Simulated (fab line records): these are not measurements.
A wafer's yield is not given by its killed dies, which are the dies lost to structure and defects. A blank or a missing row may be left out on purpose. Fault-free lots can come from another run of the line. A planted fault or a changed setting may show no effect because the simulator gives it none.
The tool behind it: which one? :: flow sky130 :: 33 wafers from 11 lots sampled at 7 of the route's 708 steps

## WHAT THE GAUGES READ, wafer by wafer
SKY_SD_P_TW_MEAS_11. Usual: SD_P_TW 2804, standard deviation 15.
lot: L323
measured: day 26 14:35
on: film metro-03
SD_P_TW: 2789 2795 2807
flag: 

lot: L324
measured: day 27 09:34
on: film metro-02
SD_P_TW: 2818 2806 2818
flag: 

lot: L325
measured: day 27 09:52
on: film metro-03
SD_P_TW: 2801 2783 2798
flag: 

lot: L326
measured: day 27 23:23
on: film metro-02
SD_P_TW: 2825 2836 2811
flag: 

lot: L334
measured: day 30 18:55
on: film metro-03
SD_P_TW: 2820 2816 2819
flag: 

lot: L337
measured: day 31 09:34
on: film metro-04
SD_P_TW: 2812 2797 2811
flag: 

lot: L338
measured: day 31 20:48
on: film metro-02
SD_P_TW: 2802 2793 2790
flag: 

lot: L339
measured: day 32 02:18
on: film metro-03
SD_P_TW: 2793 2797 2789
flag: 

lot: L341
measured: day 33 08:13
on: film metro-02
SD_P_TW: 2818 2813 2826
flag: 

lot: L343
measured: day 33 08:48
on: film metro-02
SD_P_TW: 2820 2807 2800
flag: 

lot: L344
measured: day 33 13:18
on: film metro-02
SD_P_TW: 2813 2818 2811
flag: 

SKY_RES_XHIGH_TW_MEAS_09. Usual: RES_XHIGH_TW 1625, standard deviation 7.
lot: L323
measured: day 27 19:32
on: film metro-03
RES_XHIGH_TW: 1626 1634 1623
flag: 

lot: L324
measured: day 28 14:11
on: film metro-03
RES_XHIGH_TW: 1624 1618 1627
flag: 

lot: L325
measured: day 28 14:47
on: film metro-03
RES_XHIGH_TW: 1618 1616 1620
flag: 

lot: L326
measured: day 29 03:31
on: film metro-03
RES_XHIGH_TW: 1622 1631 1630
flag: 

lot: L334
measured: day 31 22:53
on: film metro-03
RES_XHIGH_TW: 1632 1626 1628
flag: 

lot: L337
measured: day 32 13:35
on: film metro-03
RES_XHIGH_TW: 1617 1616 1624
flag: 

lot: L338
measured: day 33 00:22
on: film metro-02
RES_XHIGH_TW: 1630 1632 1635
flag: 

lot: L339
measured: day 33 05:52
on: film metro-04
RES_XHIGH_TW: 1620 1607 1626
flag: 

lot: L341
measured: day 34 11:10
on: film metro-04
RES_XHIGH_TW: 1618 1608 1623
flag: 

lot: L343
measured: day 34 11:29
on: film metro-02
RES_XHIGH_TW: 1626 1634 1639
flag: 

lot: L344
measured: day 34 16:26
on: film metro-02
RES_XHIGH_TW: 1626 1630 1625
flag: 

SKY_SD_N_TW_MEAS_12. Usual: SD_N_TW 3940, standard deviation 17.
lot: L323
measured: day 29 00:51
on: film metro-02
SD_N_TW: 3971 3969 3959
flag: 

lot: L324
measured: day 29 19:14
on: film metro-04
SD_N_TW: 3939 3951 3955
flag: 

lot: L325
measured: day 29 19:32
on: film metro-04
SD_N_TW: 3929 3935 3920
flag: 

lot: L326
measured: day 30 07:46
on: film metro-04
SD_N_TW: 3944 3925 3964
flag: 

lot: L334
measured: day 33 02:56
on: film metro-02
SD_N_TW: 4019 4000 4006
flag: OFF

lot: L337
measured: day 33 17:26
on: film metro-03
SD_N_TW: 3988 4002 3996
flag: OFF

lot: L338
measured: day 34 03:25
on: film metro-03
SD_N_TW: 3919 3913 3908
flag: 

lot: L339
measured: day 34 09:24
on: film metro-03
SD_N_TW: 3914 3910 3915
flag: 

lot: L341
measured: day 35 14:24
on: film metro-03
SD_N_TW: 3951 3926 3923
flag: 

lot: L343
measured: day 35 19:10
on: film metro-04
SD_N_TW: 3923 3896 3897
flag: 

lot: L344
measured: day 35 19:26
on: film metro-02
SD_N_TW: 3954 3966 3947
flag: 

SKY_SD_N_RS_MEAS_16: measures by four-point-probe. Usual: SD_N_RS 68.49 ohm/sq, standard deviation 0.11.
lot: L323
measured: day 29 01:08
on: film metro-03
SD_N_RS (ohm/sq): 68.62 68.72 68.60
flag: 

lot: L324
measured: day 29 19:32
on: film metro-02
SD_N_RS (ohm/sq): 68.46 68.49 68.41
flag: 

lot: L325
measured: day 29 19:50
on: film metro-04
SD_N_RS (ohm/sq): 68.48 68.52 68.57
flag: 

lot: L326
measured: day 30 08:07
on: film metro-02
SD_N_RS (ohm/sq): 68.37 68.52 68.36
flag: 

lot: L334
measured: day 33 03:14
on: film metro-03
SD_N_RS (ohm/sq): 66.46 66.38 66.49
flag: OFF

lot: L337
measured: day 33 17:44
on: film metro-04
SD_N_RS (ohm/sq): 66.26 66.50 66.40
flag: OFF

lot: L338
measured: day 34 03:43
on: film metro-04
SD_N_RS (ohm/sq): 68.43 68.47 68.43
flag: 

lot: L339
measured: day 34 09:43
on: film metro-04
SD_N_RS (ohm/sq): 68.52 68.40 68.45
flag: 

lot: L341
measured: day 35 14:42
on: film metro-04
SD_N_RS (ohm/sq): 68.63 68.55 68.36
flag: 

lot: L343
measured: day 35 19:28
on: film metro-03
SD_N_RS (ohm/sq): 68.62 68.59 68.64
flag: 

lot: L344
measured: day 35 19:43
on: film metro-02
SD_N_RS (ohm/sq): 68.44 68.44 68.63
flag: 

SKY_SD_N_RS_MEAS_17: measures by four-point-probe. Usual: SD_P_RS 146.9 ohm/sq, standard deviation 0.4.
lot: L323
measured: day 29 01:15
on: film metro-03
SD_P_RS (ohm/sq): 147.5 147.3 147.0
flag: 

lot: L324
measured: day 29 19:39
on: film metro-02
SD_P_RS (ohm/sq): 147.0 147.2 147.2
flag: 

lot: L325
measured: day 29 19:57
on: film metro-04
SD_P_RS (ohm/sq): 146.9 147.5 147.5
flag: 

lot: L326
measured: day 30 08:14
on: film metro-02
SD_P_RS (ohm/sq): 147.1 146.4 147.1
flag: 

lot: L334
measured: day 33 03:21
on: film metro-03
SD_P_RS (ohm/sq): 147.3 147.2 147.3
flag: 

lot: L337
measured: day 33 17:51
on: film metro-04
SD_P_RS (ohm/sq): 146.7 147.0 146.9
flag: 

lot: L338
measured: day 34 03:50
on: film metro-04
SD_P_RS (ohm/sq): 146.2 146.5 146.2
flag: 

lot: L339
measured: day 34 09:50
on: film metro-04
SD_P_RS (ohm/sq): 146.9 146.8 146.9
flag: 

lot: L341
measured: day 35 14:49
on: film metro-04
SD_P_RS (ohm/sq): 147.1 147.4 146.9
flag: 

lot: L343
measured: day 35 19:35
on: film metro-03
SD_P_RS (ohm/sq): 147.1 147.4 147.2
flag: 

lot: L344
measured: day 35 19:50
on: film metro-02
SD_P_RS (ohm/sq): 146.7 147.4 147.4
flag: 

## TOOL THAT RAN EACH LOT (tool first, then ch and the chambers of the sampled wafers, then the start)
lot: L323
SKY_SD_N_IMPLANT_09: implanter-02 ch 0, day 29 00:27
SKY_SD_N_STRIP_11: plasma asher-02 ch 0,1, day 29 00:45

lot: L324
SKY_SD_N_IMPLANT_09: implanter-02 ch 0, day 29 18:51
SKY_SD_N_STRIP_11: plasma asher-03 ch 0,1, day 29 19:08

lot: L325
SKY_SD_N_IMPLANT_09: implanter-01 ch 0, day 29 19:09
SKY_SD_N_STRIP_11: plasma asher-04 ch 0,1, day 29 19:26

lot: L326
SKY_SD_N_IMPLANT_09: implanter-03 ch 0, day 30 07:22
SKY_SD_N_STRIP_11: plasma asher-02 ch 0,1, day 30 07:40

lot: L334
SKY_SD_N_IMPLANT_09: implanter-02 ch 0, day 33 02:33
SKY_SD_N_STRIP_11: plasma asher-03 ch 0,1, day 33 02:49

lot: L337
SKY_SD_N_IMPLANT_09: implanter-02 ch 0, day 33 17:03
SKY_SD_N_STRIP_11: plasma asher-02 ch 0,1, day 33 17:19

lot: L338
SKY_SD_N_IMPLANT_09: implanter-03 ch 0, day 34 03:01
SKY_SD_N_STRIP_11: plasma asher-04 ch 0,1, day 34 03:19

lot: L339
SKY_SD_N_IMPLANT_09: implanter-01 ch 0, day 34 09:00
SKY_SD_N_STRIP_11: plasma asher-03 ch 0,1, day 34 09:18

lot: L341
SKY_SD_N_IMPLANT_09: implanter-01 ch 0, day 35 14:02
SKY_SD_N_STRIP_11: plasma asher-04 ch 0,1, day 35 14:19

lot: L343
SKY_SD_N_IMPLANT_09: implanter-01 ch 0, day 35 18:48
SKY_SD_N_STRIP_11: plasma asher-02 ch 0,1, day 35 19:04

lot: L344
SKY_SD_N_IMPLANT_09: implanter-03 ch 0, day 35 19:02
SKY_SD_N_STRIP_11: plasma asher-03 ch 0,1, day 35 19:20
- SKY_SD_N_IMPLANT_09
- SKY_SD_N_STRIP_11: strips in O2/N2.

## AS READ BY THE TOOLS THEMSELVES (means over the sampled wafers that have a number; for cases with no such wafer, the mark the record gives instead)
SKY_SD_N_IMPLANT_09. Usual: beam energy keV 50.001, standard deviation 0.014; end station pressure torr 1.25e-05 Torr, standard deviation 7.8e-07.
lot: L323
tool: implanter-02
beam energy keV: 49.996
end station pressure torr (Torr): 1.33e-05
flag: 

lot: L324
tool: implanter-02
beam energy keV: 49.986
end station pressure torr (Torr): 1.30e-05
flag: 

lot: L325
tool: implanter-01
beam energy keV: 50.012
end station pressure torr (Torr): 1.25e-05
flag: 

lot: L326
tool: implanter-03
beam energy keV: 50.022
end station pressure torr (Torr): 1.25e-05
flag: 

lot: L334
tool: implanter-02
beam energy keV: 53.096
end station pressure torr (Torr): 1.25e-05
flag: OFF

lot: L337
tool: implanter-02
beam energy keV: 53.096
end station pressure torr (Torr): 1.34e-05
flag: OFF

lot: L338
tool: implanter-03
beam energy keV: 50.006
end station pressure torr (Torr): 1.24e-05
flag: 

lot: L339
tool: implanter-01
beam energy keV: 50.011
end station pressure torr (Torr): 1.21e-05
flag: 

lot: L341
tool: implanter-01
beam energy keV: 50.004
end station pressure torr (Torr): 1.22e-05
flag: 

lot: L343
tool: implanter-01
beam energy keV: 49.977
end station pressure torr (Torr): 1.21e-05
flag: 

lot: L344
tool: implanter-03
beam energy keV: 50.008
end station pressure torr (Torr): 1.22e-05
flag: 

SKY_SD_N_STRIP_11. Usual: drypump motor current A 5.7 A, standard deviation 0.5; oes product au 0.527 a.u., standard deviation 0.0043; strip time to endpoint s 22.55 s, standard deviation 0.038.
lot: L323
tool: plasma asher-02
drypump motor current A (A): 5.8
oes product au (a.u.): 0.524
strip time to endpoint s (s): 22.54
flag: 

lot: L324
tool: plasma asher-03
drypump motor current A (A): 5.9
oes product au (a.u.): 0.526
strip time to endpoint s (s): 22.52
flag: 

lot: L325
tool: plasma asher-04
drypump motor current A (A): 5.7
oes product au (a.u.): 0.524
strip time to endpoint s (s): 22.50
flag: 

lot: L326
tool: plasma asher-02
drypump motor current A (A): 5.8
oes product au (a.u.): 0.528
strip time to endpoint s (s): 22.51
flag: 

lot: L334
tool: plasma asher-03
drypump motor current A (A): 5.9
oes product au (a.u.): 0.522
strip time to endpoint s (s): 23.02
flag: OFF

lot: L337
tool: plasma asher-02
drypump motor current A (A): 5.8
oes product au (a.u.): 0.519
strip time to endpoint s (s): 22.98
flag: OFF

lot: L338
tool: plasma asher-04
drypump motor current A (A): 5.3
oes product au (a.u.): 0.528
strip time to endpoint s (s): 22.60
flag: 

lot: L339
tool: plasma asher-03
drypump motor current A (A): 6.0
oes product au (a.u.): 0.530
strip time to endpoint s (s): 22.55
flag: 

lot: L341
tool: plasma asher-04
drypump motor current A (A): 5.7
oes product au (a.u.): 0.528
strip time to endpoint s (s): 22.58
flag: 

lot: L343
tool: plasma asher-02
drypump motor current A (A): 5.4
oes product au (a.u.): 0.527
strip time to endpoint s (s): 22.51
flag: 

lot: L344
tool: plasma asher-03
drypump motor current A (A): 6.0
oes product au (a.u.): 0.529
strip time to endpoint s (s): 22.55
flag: 

## THE ANSWER, worked out from the rows above alone
Rule: take the mean of a lot's wafers that have a number; if it is more than 3 standard deviations from the usual mean, the lot is off. Also off: a lot with no number at a reading for which 4 or more lots have one. The other lots that the step has rows for count as sound. After the gauges, taken in route order, come the tools' own readings; for these a lot's mean is taken, as printed above. The first step at which some lot is off is used, and at that step the reading that is off furthest; a lot without a number counts as furthest.
Off: L334, L337, seen at SKY_SD_N_TW_MEAS_12 (SD_N_TW).
If a tool, at a process step before that reading, ran all the lots that are off and no sound lot after the first of them, it fits. The gauges at SKY_SD_N_TW_MEAS_12 aren't tried: what is off there is off at SKY_SD_N_IMPLANT_09 too, on other tools, and a gauge's error can't cause that. One fits: SKY_SD_N_IMPLANT_09 on implanter-02. Its last sound lot is L324 (day 29 18:51), its first lot that is off L334 (day 33 02:33): a fault that began between those two fits.
The tool's own readings at SKY_SD_N_IMPLANT_09 bear it out: on the lots that are off they differ by more than 5 times the standard deviation of the sound lots' means. beam energy keV reads 53.096 there against 50.002 on the sound lots.

## WHAT WAS PUT IN BY THE SIMULATOR
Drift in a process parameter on implanter-02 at SKY_SD_N_IMPLANT_09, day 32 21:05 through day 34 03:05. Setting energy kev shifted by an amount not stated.
Struck lots among those shown: L334, L337. The rule above reached the same finding.
